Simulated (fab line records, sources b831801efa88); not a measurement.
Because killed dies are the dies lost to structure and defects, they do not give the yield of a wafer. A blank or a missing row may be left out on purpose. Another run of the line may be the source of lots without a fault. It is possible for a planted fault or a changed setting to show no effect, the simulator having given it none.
Which tool was responsible? || flow gf180mcu || 72 wafers from 24 lots sampled at 5 of the route's 602 steps

== WHAT THE GAUGES SHOWED, per wafer ==
GF_NWELL_OVL_MEAS_07. Usual: NWELL_OVL gives -0.6 nm (standard deviation 1.5).
{"lot": "L074", "measured": "day 3 06:19", "on": "overlay-01", "NWELL_OVL (nm)": "-0.1 -0.4 -0.5", "flag": ""}
{"lot": "L075", "measured": "day 3 14:07", "on": "overlay-01", "NWELL_OVL (nm)": "-0.4 0.2 1.2", "flag": ""}
{"lot": "L076", "measured": "day 3 18:43", "on": "overlay-02", "NWELL_OVL (nm)": "-0.2 -0.8 0.7", "flag": ""}
{"lot": "L077", "measured": "day 3 23:16", "on": "overlay-02", "NWELL_OVL (nm)": "-0.4 1.0 -0.3", "flag": ""}
{"lot": "L078", "measured": "day 4 06:10", "on": "overlay-01", "NWELL_OVL (nm)": "-0.5 0.1 -1.6", "flag": ""}
{"lot": "L079", "measured": "day 4 09:37", "on": "overlay-02", "NWELL_OVL (nm)": "-0.1 1.1 -0.8", "flag": ""}
{"lot": "L080", "measured": "day 4 14:55", "on": "overlay-01", "NWELL_OVL (nm)": "0.5 0.1 -1.1", "flag": ""}
{"lot": "L081", "measured": "day 5 00:13", "on": "overlay-02", "NWELL_OVL (nm)": "-0.8 -1.2 -1.9", "flag": ""}
{"lot": "L082", "measured": "day 5 01:52", "on": "overlay-01", "NWELL_OVL (nm)": "-3.3 -4.5 -4.0", "flag": ""}
{"lot": "L083", "measured": "day 5 06:25", "on": "overlay-01", "NWELL_OVL (nm)": "-2.6 -0.4 -1.8", "flag": ""}
{"lot": "L084", "measured": "day 5 15:40", "on": "overlay-01", "NWELL_OVL (nm)": "-1.8 1.8 0.5", "flag": ""}
{"lot": "L085", "measured": "day 5 19:16", "on": "overlay-01", "NWELL_OVL (nm)": "-2.8 -0.3 0.2", "flag": ""}
{"lot": "L086", "measured": "day 6 00:07", "on": "overlay-02", "NWELL_OVL (nm)": "-1.1 0.3 0.2", "flag": ""}
{"lot": "L087", "measured": "day 6 06:50", "on": "overlay-01", "NWELL_OVL (nm)": "-0.5 -1.3 0.5", "flag": ""}
{"lot": "L088", "measured": "day 6 09:55", "on": "overlay-01", "NWELL_OVL (nm)": "-1.7 0.3 0.0", "flag": ""}
{"lot": "L089", "measured": "day 6 17:19", "on": "overlay-01", "NWELL_OVL (nm)": "1.6 2.1 3.9", "flag": ""}
{"lot": "L090", "measured": "day 6 22:31", "on": "overlay-02", "NWELL_OVL (nm)": "0.2 1.2 0.9", "flag": ""}
{"lot": "L091", "measured": "day 7 03:01", "on": "overlay-02", "NWELL_OVL (nm)": "-1.2 -0.3 1.1", "flag": ""}
{"lot": "L092", "measured": "day 7 10:49", "on": "overlay-02", "NWELL_OVL (nm)": "-2.1 -1.0 -0.7", "flag": ""}
{"lot": "L093", "measured": "day 7 15:34", "on": "overlay-02", "NWELL_OVL (nm)": "-2.3 -0.2 0.4", "flag": ""}
{"lot": "L094", "measured": "day 7 20:37", "on": "overlay-02", "NWELL_OVL (nm)": "-0.9 0.1 -1.6", "flag": ""}
{"lot": "L095", "measured": "day 8 02:07", "on": "overlay-01", "NWELL_OVL (nm)": "0.1 -0.2 -1.7", "flag": ""}
{"lot": "L096", "measured": "day 8 08:07", "on": "overlay-01", "NWELL_OVL (nm)": "-2.6 -0.2 -2.0", "flag": ""}
{"lot": "L097", "measured": "day 8 14:01", "on": "overlay-01", "NWELL_OVL (nm)": "-1.3 -1.4 -2.6", "flag": ""}

GF_POLY_GATE_THK_MEAS_01. Usual: POLY_GATE_CVD_00_THK gives 200.7 nm (standard deviation 1.8).
{"lot": "L074", "measured": "day 8 09:40", "on": "filmMetro-02", "POLY_GATE_CVD_00_THK (nm)": "200.1 200.4 199.2", "flag": ""}
{"lot": "L075", "measured": "day 8 19:26", "on": "filmMetro-04", "POLY_GATE_CVD_00_THK (nm)": "199.8 201.6 199.9", "flag": ""}
{"lot": "L076", "measured": "day 9 02:31", "on": "filmMetro-04", "POLY_GATE_CVD_00_THK (nm)": "203.3 204.0 204.5", "flag": ""}
{"lot": "L077", "measured": "day 9 07:59", "on": "filmMetro-04", "POLY_GATE_CVD_00_THK (nm)": "203.2 203.8 205.0", "flag": ""}
{"lot": "L078", "measured": "day 9 17:52", "on": "filmMetro-04", "POLY_GATE_CVD_00_THK (nm)": "203.5 204.0 202.7", "flag": ""}
{"lot": "L079", "measured": "day 9 20:13", "on": "filmMetro-04", "POLY_GATE_CVD_00_THK (nm)": "201.4 199.9 201.1", "flag": ""}
{"lot": "L080", "measured": "day 10 03:56", "on": "filmMetro-03", "POLY_GATE_CVD_00_THK (nm)": "198.3 198.1 198.5", "flag": ""}
{"lot": "L081", "measured": "day 10 17:18", "on": "filmMetro-03", "POLY_GATE_CVD_00_THK (nm)": "200.4 199.0 200.6", "flag": ""}
{"lot": "L082", "measured": "day 10 21:30", "on": "filmMetro-03", "POLY_GATE_CVD_00_THK (nm)": "199.3 200.8 198.7", "flag": ""}
{"lot": "L083", "measured": "day 11 00:11", "on": "filmMetro-04", "POLY_GATE_CVD_00_THK (nm)": "197.5 199.1 199.7", "flag": ""}
{"lot": "L084", "measured": "day 11 15:35", "on": "filmMetro-02", "POLY_GATE_CVD_00_THK (nm)": "200.2 200.9 199.3", "flag": ""}
{"lot": "L085", "measured": "day 12 01:07", "on": "filmMetro-04", "POLY_GATE_CVD_00_THK (nm)": "199.1 198.7 200.1", "flag": ""}
{"lot": "L086", "measured": "day 12 01:07", "on": "filmMetro-02", "POLY_GATE_CVD_00_THK (nm)": "199.4 200.9 199.6", "flag": ""}
{"lot": "L087", "measured": "day 12 07:20", "on": "filmMetro-02", "POLY_GATE_CVD_00_THK (nm)": "198.3 201.0 200.0", "flag": ""}
{"lot": "L088", "measured": "day 12 15:56", "on": "filmMetro-02", "POLY_GATE_CVD_00_THK (nm)": "202.7 202.7 201.6", "flag": ""}
{"lot": "L089", "measured": "day 13 02:11", "on": "filmMetro-03", "POLY_GATE_CVD_00_THK (nm)": "201.1 200.1 201.0", "flag": ""}
{"lot": "L090", "measured": "day 13 02:08", "on": "filmMetro-02", "POLY_GATE_CVD_00_THK (nm)": "200.9 202.8 203.1", "flag": ""}
{"lot": "L091", "measured": "day 13 08:52", "on": "filmMetro-03", "POLY_GATE_CVD_00_THK (nm)": "200.1 203.4 202.8", "flag": ""}
{"lot": "L092", "measured": "day 13 16:19", "on": "filmMetro-02", "POLY_GATE_CVD_00_THK (nm)": "200.4 200.2 201.2", "flag": ""}
{"lot": "L093", "measured": "day 13 22:46", "on": "filmMetro-02", "POLY_GATE_CVD_00_THK (nm)": "201.9 203.5 201.9", "flag": ""}
{"lot": "L094", "measured": "day 14 08:22", "on": "filmMetro-04", "POLY_GATE_CVD_00_THK (nm)": "201.2 198.7 200.2", "flag": ""}
{"lot": "L095", "measured": "day 14 14:07", "on": "filmMetro-04", "POLY_GATE_CVD_00_THK (nm)": "197.9 199.4 199.4", "flag": ""}
{"lot": "L096", "measured": "day 14 19:04", "on": "filmMetro-02", "POLY_GATE_CVD_00_THK (nm)": "202.5 201.9 201.4", "flag": ""}
{"lot": "L097", "measured": "day 15 04:20", "on": "filmMetro-02", "POLY_GATE_CVD_00_THK (nm)": "198.2 198.0 197.8", "flag": ""}

GF_CONTACT_THK_MEAS_01. Usual: CONTACT_CVD_00_THK gives 301 nm (standard deviation 3.2).
{"lot": "L074", "measured": "day 15 00:31", "on": "filmMetro-02", "CONTACT_CVD_00_THK (nm)": "298 297 300", "flag": ""}
{"lot": "L075", "measured": "day 15 12:08", "on": "filmMetro-02", "CONTACT_CVD_00_THK (nm)": "305 304 304", "flag": ""}
{"lot": "L076", "measured": "day 15 23:51", "on": "filmMetro-01", "CONTACT_CVD_00_THK (nm)": "302 305 301", "flag": ""}
{"lot": "L077", "measured": "day 16 04:12", "on": "filmMetro-03", "CONTACT_CVD_00_THK (nm)": "299 300 303", "flag": ""}
{"lot": "L078", "measured": "day 16 16:06", "on": "filmMetro-01", "CONTACT_CVD_00_THK (nm)": "300 296 299", "flag": ""}
{"lot": "L079", "measured": "day 16 23:02", "on": "filmMetro-03", "CONTACT_CVD_00_THK (nm)": "300 299 301", "flag": ""}
{"lot": "L080", "measured": "day 17 06:29", "on": "filmMetro-02", "CONTACT_CVD_00_THK (nm)": "299 301 301", "flag": ""}
{"lot": "L081", "measured": "day 18 06:14", "on": "filmMetro-02", "CONTACT_CVD_00_THK (nm)": "301 299 301", "flag": ""}
{"lot": "L082", "measured": "day 18 08:53", "on": "filmMetro-02", "CONTACT_CVD_00_THK (nm)": "302 300 300", "flag": ""}
{"lot": "L083", "measured": "day 18 15:36", "on": "filmMetro-01", "CONTACT_CVD_00_THK (nm)": "303 299 301", "flag": ""}
{"lot": "L084", "measured": "day 19 04:44", "on": "filmMetro-03", "CONTACT_CVD_00_THK (nm)": "301 299 300", "flag": ""}
{"lot": "L085", "measured": "day 19 18:41", "on": "filmMetro-02", "CONTACT_CVD_00_THK (nm)": "298 296 294", "flag": ""}
{"lot": "L086", "measured": "day 19 17:32", "on": "filmMetro-02", "CONTACT_CVD_00_THK (nm)": "299 302 300", "flag": ""}
{"lot": "L087", "measured": "day 20 04:06", "on": "filmMetro-03", "CONTACT_CVD_00_THK (nm)": "302 301 301", "flag": ""}
{"lot": "L088", "measured": "day 20 12:21", "on": "filmMetro-02", "CONTACT_CVD_00_THK (nm)": "305 300 303", "flag": ""}
{"lot": "L089", "measured": "day 21 01:35", "on": "filmMetro-02", "CONTACT_CVD_00_THK (nm)": "303 302 304", "flag": ""}
{"lot": "L090", "measured": "day 21 00:23", "on": "filmMetro-03", "CONTACT_CVD_00_THK (nm)": "302 299 296", "flag": ""}
{"lot": "L091", "measured": "day 21 09:02", "on": "filmMetro-03", "CONTACT_CVD_00_THK (nm)": "306 307 305", "flag": ""}
{"lot": "L092", "measured": "day 21 15:28", "on": "filmMetro-02", "CONTACT_CVD_00_THK (nm)": "295 298 298", "flag": ""}
{"lot": "L093", "measured": "day 21 22:32", "on": "filmMetro-01", "CONTACT_CVD_00_THK (nm)": "300 298 299", "flag": ""}
{"lot": "L094", "measured": "day 22 10:37", "on": "filmMetro-03", "CONTACT_CVD_00_THK (nm)": "302 300 305", "flag": ""}
{"lot": "L095", "measured": "day 22 16:08", "on": "filmMetro-01", "CONTACT_CVD_00_THK (nm)": "303 296 304", "flag": ""}
{"lot": "L096", "measured": "day 22 22:21", "on": "filmMetro-01", "CONTACT_CVD_00_THK (nm)": "300 300 299", "flag": ""}
{"lot": "L097", "measured": "day 23 08:36", "on": "filmMetro-01", "CONTACT_CVD_00_THK (nm)": "302 304 299", "flag": ""}

== EACH LOT AND THE TOOL THAT RAN IT (in order: tool; ch and the chambers of the sampled wafers; start) ==
{"lot": "L074", "GF_STI_CMP_25": "cmp-02 ch 0,1, day 2 03:50", "GF_SAB_STRIP_13": "plasmaAsher-01 ch 0,1, day 14 23:44"}
{"lot": "L075", "GF_STI_CMP_25": "cmp-01 ch 1,2,3, day 2 11:32", "GF_SAB_STRIP_13": "plasmaAsher-04 ch 0,1, day 15 11:22"}
{"lot": "L076", "GF_STI_CMP_25": "cmp-02 ch 0,1,3, day 2 15:31", "GF_SAB_STRIP_13": "plasmaAsher-03 ch 0,1, day 15 23:04"}
{"lot": "L077", "GF_STI_CMP_25": "cmp-02 ch 0,1,2, day 2 18:50", "GF_SAB_STRIP_13": "plasmaAsher-03 ch 0,1, day 16 03:25"}
{"lot": "L078", "GF_STI_CMP_25": "cmp-02 ch 0,2, day 3 01:24", "GF_SAB_STRIP_13": "plasmaAsher-01 ch 0,1, day 16 15:20"}
{"lot": "L079", "GF_STI_CMP_25": "cmp-02 ch 0,1, day 3 04:50", "GF_SAB_STRIP_13": "plasmaAsher-01 ch 0,1, day 16 22:16"}
{"lot": "L080", "GF_STI_CMP_25": "cmp-01 ch 1,2,3, day 3 09:37", "GF_SAB_STRIP_13": "plasmaAsher-04 ch 0,1, day 17 05:43"}
{"lot": "L081", "GF_STI_CMP_25": "cmp-02 ch 0,1,2, day 3 18:24", "GF_SAB_STRIP_13": "plasmaAsher-01 ch 0,1, day 18 05:28"}
{"lot": "L082", "GF_STI_CMP_25": "cmp-01 ch 0,1,2, day 3 20:28", "GF_SAB_STRIP_13": "plasmaAsher-04 ch 0,1, day 18 08:07"}
{"lot": "L083", "GF_STI_CMP_25": "cmp-01 ch 2,3, day 4 01:07", "GF_SAB_STRIP_13": "plasmaAsher-04 ch 0,1, day 18 14:39"}
{"lot": "L084", "GF_STI_CMP_25": "cmp-02 ch 0,1,2, day 4 08:13", "GF_SAB_STRIP_13": "plasmaAsher-01 ch 0,1, day 19 03:58"}
{"lot": "L085", "GF_STI_CMP_25": "cmp-02 ch 0,3, day 4 13:04", "GF_SAB_STRIP_13": "plasmaAsher-01 ch 0,1, day 19 17:55"}
{"lot": "L086", "GF_STI_CMP_25": "cmp-02 ch 2,3, day 4 16:25", "GF_SAB_STRIP_13": "plasmaAsher-04 ch 1, day 19 16:46"}
{"lot": "L087", "GF_STI_CMP_25": "cmp-02 ch 0,2,3, day 4 22:28", "GF_SAB_STRIP_13": "plasmaAsher-01 ch 0,1, day 20 03:15"}
{"lot": "L088", "GF_STI_CMP_25": "cmp-01 ch 0,2,3, day 5 02:53", "GF_SAB_STRIP_13": "plasmaAsher-01 ch 0,1, day 20 11:35"}
{"lot": "L089", "GF_STI_CMP_25": "cmp-02 ch 0,2,3, day 5 08:34", "GF_SAB_STRIP_13": "plasmaAsher-04 ch 1, day 21 00:49"}
{"lot": "L090", "GF_STI_CMP_25": "cmp-01 ch 1,2,3, day 5 13:28", "GF_SAB_STRIP_13": "plasmaAsher-01 ch 0,1, day 20 23:38"}
{"lot": "L091", "GF_STI_CMP_25": "cmp-01 ch 2,3, day 5 18:25", "GF_SAB_STRIP_13": "plasmaAsher-04 ch 0,1, day 21 08:16"}
{"lot": "L092", "GF_STI_CMP_25": "cmp-02 ch 1,2,3, day 6 01:08", "GF_SAB_STRIP_13": "plasmaAsher-01 ch 0,1, day 21 14:41"}
{"lot": "L093", "GF_STI_CMP_25": "cmp-02 ch 0,1,3, day 6 05:29", "GF_SAB_STRIP_13": "plasmaAsher-01 ch 0,1, day 21 21:46"}
{"lot": "L094", "GF_STI_CMP_25": "cmp-01 ch 0,1,3, day 6 10:28", "GF_SAB_STRIP_13": "plasmaAsher-03 ch 0,1, day 22 09:42"}
{"lot": "L095", "GF_STI_CMP_25": "cmp-01 ch 0,1,3, day 6 15:10", "GF_SAB_STRIP_13": "plasmaAsher-04 ch 0,1, day 22 15:17"}
{"lot": "L096", "GF_STI_CMP_25": "cmp-02 ch 0,2,3, day 6 21:10", "GF_SAB_STRIP_13": "plasmaAsher-03 ch 0,1, day 22 21:35"}
{"lot": "L097", "GF_STI_CMP_25": "cmp-01 ch 0,1,2, day 7 02:20", "GF_SAB_STRIP_13": "plasmaAsher-03 ch 0,1, day 23 07:41"}
- GF_STI_CMP_25: polishes, stops on Si3N4, t overpolish 33 s, target thk 524.6 nm.
- GF_SAB_STRIP_13: strips in O2/N2.

== WHAT THE TOOLS THEMSELVES READ (means of the sampled wafers that have a number; where no wafer has one, the mark that the record gives instead) ==
GF_STI_CMP_25. Usual: motorCurrentA 11.9 A, standard deviation 0.94; overpolishRunS 33.001 s, standard deviation 0.0086; platenRpm 59.99 rpm, standard deviation 0.04; timeToEndpointS 125 s, standard deviation 5.9.
{"lot": "L074", "tool": "cmp-02", "motorCurrentA (A)": 11.4, "overpolishRunS (s)": 32.997, "platenRpm (rpm)": 60.00, "timeToEndpointS (s)": 127, "flag": ""}
{"lot": "L075", "tool": "cmp-01", "motorCurrentA (A)": 13.2, "overpolishRunS (s)": 33.006, "platenRpm (rpm)": 59.94, "timeToEndpointS (s)": 127, "flag": ""}
{"lot": "L076", "tool": "cmp-02", "motorCurrentA (A)": 11.2, "overpolishRunS (s)": 33.004, "platenRpm (rpm)": 59.99, "timeToEndpointS (s)": 129, "flag": ""}
{"lot": "L077", "tool": "cmp-02", "motorCurrentA (A)": 11.4, "overpolishRunS (s)": 33.003, "platenRpm (rpm)": 60.02, "timeToEndpointS (s)": 127, "flag": ""}
{"lot": "L078", "tool": "cmp-02", "motorCurrentA (A)": 11.3, "overpolishRunS (s)": 33.003, "platenRpm (rpm)": 59.98, "timeToEndpointS (s)": 134, "flag": ""}
{"lot": "L079", "tool": "cmp-02", "motorCurrentA (A)": 11.3, "overpolishRunS (s)": 32.994, "platenRpm (rpm)": 59.99, "timeToEndpointS (s)": 128, "flag": ""}
{"lot": "L080", "tool": "cmp-01", "motorCurrentA (A)": 13.1, "overpolishRunS (s)": 32.996, "platenRpm (rpm)": 60.02, "timeToEndpointS (s)": 123, "flag": ""}
{"lot": "L081", "tool": "cmp-02", "motorCurrentA (A)": 11.1, "overpolishRunS (s)": 32.998, "platenRpm (rpm)": 59.97, "timeToEndpointS (s)": 131, "flag": ""}
{"lot": "L082", "tool": "cmp-01", "motorCurrentA (A)": 12.7, "overpolishRunS (s)": 33.004, "platenRpm (rpm)": 59.96, "timeToEndpointS (s)": 126, "flag": ""}
{"lot": "L083", "tool": "cmp-01", "motorCurrentA (A)": 13.2, "overpolishRunS (s)": 33.000, "platenRpm (rpm)": 60.03, "timeToEndpointS (s)": 122, "flag": ""}
{"lot": "L084", "tool": "cmp-02", "motorCurrentA (A)": 11.2, "overpolishRunS (s)": 32.994, "platenRpm (rpm)": 60.00, "timeToEndpointS (s)": 126, "flag": ""}
{"lot": "L085", "tool": "cmp-02", "motorCurrentA (A)": 11.4, "overpolishRunS (s)": 32.999, "platenRpm (rpm)": 60.02, "timeToEndpointS (s)": 126, "flag": ""}
{"lot": "L086", "tool": "cmp-02", "motorCurrentA (A)": 11.3, "overpolishRunS (s)": 32.996, "platenRpm (rpm)": 59.99, "timeToEndpointS (s)": 123, "flag": ""}
{"lot": "L087", "tool": "cmp-02", "motorCurrentA (A)": 11.0, "overpolishRunS (s)": 33.001, "platenRpm (rpm)": 60.00, "timeToEndpointS (s)": 133, "flag": ""}
{"lot": "L088", "tool": "cmp-01", "motorCurrentA (A)": 12.5, "overpolishRunS (s)": 32.997, "platenRpm (rpm)": 59.99, "timeToEndpointS (s)": 117, "flag": ""}
{"lot": "L089", "tool": "cmp-02", "motorCurrentA (A)": 11.1, "overpolishRunS (s)": 33.001, "platenRpm (rpm)": 59.95, "timeToEndpointS (s)": 128, "flag": ""}
{"lot": "L090", "tool": "cmp-01", "motorCurrentA (A)": 13.1, "overpolishRunS (s)": 33.004, "platenRpm (rpm)": 59.99, "timeToEndpointS (s)": 117, "flag": ""}
{"lot": "L091", "tool": "cmp-01", "motorCurrentA (A)": 12.7, "overpolishRunS (s)": 32.997, "platenRpm (rpm)": 59.97, "timeToEndpointS (s)": 117, "flag": ""}
{"lot": "L092", "tool": "cmp-02", "motorCurrentA (A)": 11.1, "overpolishRunS (s)": 33.003, "platenRpm (rpm)": 59.98, "timeToEndpointS (s)": 127, "flag": ""}
{"lot": "L093", "tool": "cmp-02", "motorCurrentA (A)": 10.6, "overpolishRunS (s)": 33.006, "platenRpm (rpm)": 59.98, "timeToEndpointS (s)": 124, "flag": ""}
{"lot": "L094", "tool": "cmp-01", "motorCurrentA (A)": 13.2, "overpolishRunS (s)": 33.009, "platenRpm (rpm)": 60.01, "timeToEndpointS (s)": 116, "flag": ""}
{"lot": "L095", "tool": "cmp-01", "motorCurrentA (A)": 13.0, "overpolishRunS (s)": 32.997, "platenRpm (rpm)": 59.94, "timeToEndpointS (s)": 119, "flag": ""}
{"lot": "L096", "tool": "cmp-02", "motorCurrentA (A)": 11.4, "overpolishRunS (s)": 33.001, "platenRpm (rpm)": 60.03, "timeToEndpointS (s)": 126, "flag": ""}
{"lot": "L097", "tool": "cmp-01", "motorCurrentA (A)": 12.3, "overpolishRunS (s)": 32.999, "platenRpm (rpm)": 60.01, "timeToEndpointS (s)": 116, "flag": ""}

GF_SAB_STRIP_13. Usual: drypumpMotorCurrentA 5.6 A, standard deviation 0.35; heaterPowerW 333 W, standard deviation 35; oesProductAu 0.710 a.u., standard deviation 0.0047; platenTempC 250.00 C, standard deviation 0.17; stripTimeToEndpointS 12.61 s, standard deviation 0.037.
{"lot": "L074", "tool": "plasmaAsher-01", "drypumpMotorCurrentA (A)": 5.3, "heaterPowerW (W)": 310, "oesProductAu (a.u.)": 0.709, "platenTempC (C)": 250.09, "stripTimeToEndpointS (s)": 12.66, "flag": ""}
{"lot": "L075", "tool": "plasmaAsher-04", "drypumpMotorCurrentA (A)": 5.9, "heaterPowerW (W)": 345, "oesProductAu (a.u.)": 0.714, "platenTempC (C)": 250.00, "stripTimeToEndpointS (s)": 12.61, "flag": ""}
{"lot": "L076", "tool": "plasmaAsher-03", "drypumpMotorCurrentA (A)": 5.4, "heaterPowerW (W)": 333, "oesProductAu (a.u.)": 0.715, "platenTempC (C)": 250.11, "stripTimeToEndpointS (s)": 12.64, "flag": ""}
{"lot": "L077", "tool": "plasmaAsher-03", "drypumpMotorCurrentA (A)": 5.4, "heaterPowerW (W)": 335, "oesProductAu (a.u.)": 0.712, "platenTempC (C)": 249.94, "stripTimeToEndpointS (s)": 12.59, "flag": ""}
{"lot": "L078", "tool": "plasmaAsher-01", "drypumpMotorCurrentA (A)": 5.5, "heaterPowerW (W)": 323, "oesProductAu (a.u.)": 0.705, "platenTempC (C)": 249.99, "stripTimeToEndpointS (s)": 12.58, "flag": ""}
{"lot": "L079", "tool": "plasmaAsher-01", "drypumpMotorCurrentA (A)": 5.5, "heaterPowerW (W)": 326, "oesProductAu (a.u.)": 0.712, "platenTempC (C)": 250.02, "stripTimeToEndpointS (s)": 12.61, "flag": ""}
{"lot": "L080", "tool": "plasmaAsher-04", "drypumpMotorCurrentA (A)": 5.9, "heaterPowerW (W)": 345, "oesProductAu (a.u.)": 0.712, "platenTempC (C)": 249.86, "stripTimeToEndpointS (s)": 12.63, "flag": ""}
{"lot": "L081", "tool": "plasmaAsher-01", "drypumpMotorCurrentA (A)": 5.3, "heaterPowerW (W)": 312, "oesProductAu (a.u.)": 0.706, "platenTempC (C)": 250.05, "stripTimeToEndpointS (s)": 12.63, "flag": ""}
{"lot": "L082", "tool": "plasmaAsher-04", "drypumpMotorCurrentA (A)": 6.1, "heaterPowerW (W)": 366, "oesProductAu (a.u.)": 0.710, "platenTempC (C)": 250.02, "stripTimeToEndpointS (s)": 12.66, "flag": ""}
{"lot": "L083", "tool": "plasmaAsher-04", "drypumpMotorCurrentA (A)": 6.1, "heaterPowerW (W)": 369, "oesProductAu (a.u.)": 0.713, "platenTempC (C)": 249.94, "stripTimeToEndpointS (s)": 12.62, "flag": ""}
{"lot": "L084", "tool": "plasmaAsher-01", "drypumpMotorCurrentA (A)": 5.3, "heaterPowerW (W)": 298, "oesProductAu (a.u.)": 0.709, "platenTempC (C)": 250.08, "stripTimeToEndpointS (s)": 12.60, "flag": ""}
{"lot": "L085", "tool": "plasmaAsher-01", "drypumpMotorCurrentA (A)": 5.3, "heaterPowerW (W)": 299, "oesProductAu (a.u.)": 0.707, "platenTempC (C)": 250.00, "stripTimeToEndpointS (s)": 12.67, "flag": ""}
{"lot": "L086", "tool": "plasmaAsher-04", "drypumpMotorCurrentA (A)": 6.2, "heaterPowerW (W)": 384, "oesProductAu (a.u.)": 0.714, "platenTempC (C)": 249.71, "stripTimeToEndpointS (s)": 12.62, "flag": ""}
{"lot": "L087", "tool": "plasmaAsher-01", "drypumpMotorCurrentA (A)": 5.5, "heaterPowerW (W)": 316, "oesProductAu (a.u.)": 0.712, "platenTempC (C)": 249.84, "stripTimeToEndpointS (s)": 12.60, "flag": ""}
{"lot": "L088", "tool": "plasmaAsher-01", "drypumpMotorCurrentA (A)": 5.3, "heaterPowerW (W)": 299, "oesProductAu (a.u.)": 0.705, "platenTempC (C)": 249.94, "stripTimeToEndpointS (s)": 12.59, "flag": ""}
{"lot": "L089", "tool": "plasmaAsher-04", "drypumpMotorCurrentA (A)": 6.2, "heaterPowerW (W)": 387, "oesProductAu (a.u.)": 0.709, "platenTempC (C)": 250.11, "stripTimeToEndpointS (s)": 12.57, "flag": ""}
{"lot": "L090", "tool": "plasmaAsher-01", "drypumpMotorCurrentA (A)": 5.5, "heaterPowerW (W)": 315, "oesProductAu (a.u.)": 0.709, "platenTempC (C)": 250.14, "stripTimeToEndpointS (s)": 12.67, "flag": ""}
{"lot": "L091", "tool": "plasmaAsher-04", "drypumpMotorCurrentA (A)": 6.1, "heaterPowerW (W)": 369, "oesProductAu (a.u.)": 0.711, "platenTempC (C)": 249.98, "stripTimeToEndpointS (s)": 12.62, "flag": ""}
{"lot": "L092", "tool": "plasmaAsher-01", "drypumpMotorCurrentA (A)": 5.3, "heaterPowerW (W)": 297, "oesProductAu (a.u.)": 0.707, "platenTempC (C)": 249.91, "stripTimeToEndpointS (s)": 12.56, "flag": ""}
{"lot": "L093", "tool": "plasmaAsher-01", "drypumpMotorCurrentA (A)": 5.3, "heaterPowerW (W)": 299, "oesProductAu (a.u.)": 0.712, "platenTempC (C)": 249.99, "stripTimeToEndpointS (s)": 12.66, "flag": ""}
{"lot": "L094", "tool": "plasmaAsher-03", "drypumpMotorCurrentA (A)": 5.6, "heaterPowerW (W)": 354, "oesProductAu (a.u.)": 0.707, "platenTempC (C)": 249.96, "stripTimeToEndpointS (s)": 12.66, "flag": ""}
{"lot": "L095", "tool": "plasmaAsher-04", "drypumpMotorCurrentA (A)": 5.9, "heaterPowerW (W)": 345, "oesProductAu (a.u.)": 0.711, "platenTempC (C)": 249.93, "stripTimeToEndpointS (s)": 12.56, "flag": ""}
{"lot": "L096", "tool": "plasmaAsher-03", "drypumpMotorCurrentA (A)": 5.6, "heaterPowerW (W)": 353, "oesProductAu (a.u.)": 0.707, "platenTempC (C)": 250.14, "stripTimeToEndpointS (s)": 12.60, "flag": ""}
{"lot": "L097", "tool": "plasmaAsher-03", "drypumpMotorCurrentA (A)": 5.6, "heaterPowerW (W)": 354, "oesProductAu (a.u.)": 0.708, "platenTempC (C)": 249.86, "stripTimeToEndpointS (s)": 12.59, "flag": ""}

== THE ANSWER, worked out from the rows above alone ==
Rule: take the mean of a lot's wafers that have a number; if it is more than 3 standard deviations from the usual mean, the lot is off. Also off: a lot with no number at a reading for which 4 or more lots have one. The other lots that the step has rows for count as sound. The gauges are gone through in route order, then the tools' own readings, and for those a lot's mean is taken as printed above. At the first step where some lot is off, the reading lying furthest off is the one used; lots without a number count as furthest.
No lot is off on any of the readings shown, so nothing can be concluded from this.

== WHAT THE SIMULATOR HAD PUT IN ==
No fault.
